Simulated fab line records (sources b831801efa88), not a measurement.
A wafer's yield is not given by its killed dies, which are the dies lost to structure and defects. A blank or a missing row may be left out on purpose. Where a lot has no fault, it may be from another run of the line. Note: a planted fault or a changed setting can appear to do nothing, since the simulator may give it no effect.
Chamber matching	flow sky130	SKY_CONTACT_ETCH_17 on rie diel-02: 4 sister chambers
The step etches SiO2 in C4F8/O2/Ar, stops on Si3N4, target depth 340 nm. 7 wafers are shown with their chamber, then 9 later ones without.

== EACH WAFER AND ITS CHAMBER ==
wafer	chamber	oes product au (a.u.)
L076.1	0	0.891
L081.6	3	0.895
L085.1	1	0.895
L085.5	2	0.896
L091.1	3	0.904
L091.4	2	0.887
L091.5	1	0.889

== WAFERS MISSING THEIR CHAMBER ==
wafer	oes product au (a.u.)
L094.1	0.887
L094.3	0.885
L094.4	0.883
L095.1	0.890
L095.3	0.889
L095.6	0.891
L097.3	0.891
L097.4	0.896
L097.6	0.898

== EACH ONE'S CHAMBER ==
wafer	from the rows above	in truth
L094.1	can't be placed: 0 or 2 or 1 or 3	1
L094.3	can't be placed: 0 or 2 or 1 or 3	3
L094.4	can't be placed: 0 or 2 or 1 or 3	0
L095.1	can't be placed: 0 or 2 or 1 or 3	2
L095.3	can't be placed: 0 or 2 or 1 or 3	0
L095.6	can't be placed: 0 or 2 or 1 or 3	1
L097.3	can't be placed: 0 or 2 or 1 or 3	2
L097.4	can't be placed: 3 or 1 or 2 or 0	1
L097.6	can't be placed: 3 or 1 or 2 or 0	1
Correct placement for 0 of the 9. Not placeable from these rows: 9 (in 9, the candidates include the true chamber). Number placed wrongly: 0.
How it was worked out, from the rows above alone: a wafer's distance from a chamber is the root of the sum, over the readings, of the square of ((its reading less the chamber's mean) divided by the reading's scatter). The wafer belongs to the nearest chamber; if the next one is less than 2 further off, it can't be placed. Each chamber's mean is taken over the wafers shown for it. The scatter: take each reading less its chamber's mean, square it, sum over the shown wafers, divide by the number of wafers less the number of chambers, and take the root.
